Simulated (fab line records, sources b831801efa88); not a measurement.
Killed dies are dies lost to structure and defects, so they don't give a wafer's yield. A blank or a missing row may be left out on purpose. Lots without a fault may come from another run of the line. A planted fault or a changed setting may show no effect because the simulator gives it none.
Chamber matching | flow sky130 | SKY_FIELD_ISO_ETCH_17 on rie_si-01: 4 sister chambers
The step etches Si in HBr/Cl2/O2, target depth 342 nm, time 97.7 s. 16 wafers are shown with their chamber, then 8 later ones without.

WAFERS WITH THEIR CHAMBER
wafer  | chamber | drypump_motor_current_A (A) | oes_product_au (a.u.) | throttle_valve_pct (%)
L332.3 | 1       | 5.7                         | 1.005                 | 25.658
L332.4 | 3       | 5.9                         | 0.980                 | 25.672
L332.6 | 0       | 5.6                         | 1.002                 | 25.653
L333.1 | 1       | 5.7                         | 0.986                 | 25.663
L333.2 | 3       | 5.8                         | 0.983                 | 25.672
L333.6 | 1       | 5.7                         | 1.011                 | 25.654
L335.3 | 0       | 5.6                         | 0.992                 | 25.654
L335.5 | 1       | 5.7                         | 1.005                 | 25.646
L335.6 | 2       | 6.5                         | 1.004                 | 25.648
L336.1 | 1       | 5.7                         | 1.008                 | 25.630
L336.4 | 2       | 6.6                         | 1.007                 | 25.674
L336.6 | 1       | 5.7                         | 1.009                 | 25.646
L341.2 | 0       | 5.6                         | 1.001                 | 25.654
L341.4 | 2       | 6.5                         | 1.013                 | 25.657
L341.5 | 2       | 6.5                         | 1.004                 | 25.656
L342.3 | 0       | 5.6                         | 0.997                 | 25.660

SIGNATURES (means of the wafers above)
reading                 | chamber 0 | chamber 1 | chamber 2 | chamber 3 | scatter within a chamber
drypump_motor_current_A | 5.600     | 5.700     | 6.525     | 5.850     | 0.0323
oes_product_au          | 0.99800   | 1.00400   | 1.00700   | 0.98150   | 0.00669
throttle_valve_pct      | 25.65525  | 25.64950  | 25.65875  | 25.67200  | 0.00944
Rule: a wafer's distance from a chamber is the root of the sum, over the readings, of the square of ((its reading less the chamber's mean) divided by the reading's scatter). The wafer belongs to the nearest chamber; if the next one is less than 2 further off, it can't be placed. The scatter: the root of (the sum of the squares of (reading less its chamber's mean) over the shown wafers, divided by (wafers less chambers)).

WAFERS WITHOUT THEIR CHAMBER
wafer  | drypump_motor_current_A (A) | oes_product_au (a.u.) | throttle_valve_pct (%)
L342.4 | 5.8                         | 0.989                 | 25.655
L342.5 | 5.7                         | 0.999                 | 25.647
L345.3 | 5.6                         | 1.021                 | 25.658
L345.4 | 5.8                         | 0.987                 | 25.647
L345.6 | 5.7                         | 1.007                 | 25.636
L347.3 | 6.5                         | 1.002                 | 25.663
L347.5 | 5.9                         | 0.979                 | 25.663
L347.6 | 6.6                         | 1.009                 | 25.651

WHICH CHAMBER EACH WENT THROUGH
wafer  | from the rows above     | in truth
L342.4 | can't be placed: 3 or 1 | 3
L342.5 | 1                       | 1
L345.3 | can't be placed: 0 or 1 | 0
L345.4 | can't be placed: 3 or 1 | 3
L345.6 | 1                       | 1
L347.3 | 2                       | 2
L347.5 | 3                       | 3
L347.6 | 2                       | 2
Placed correctly: 5 of 8. Can't be placed from these rows: 3 (the true chamber is among the candidates in 3). Placed wrongly: 0.
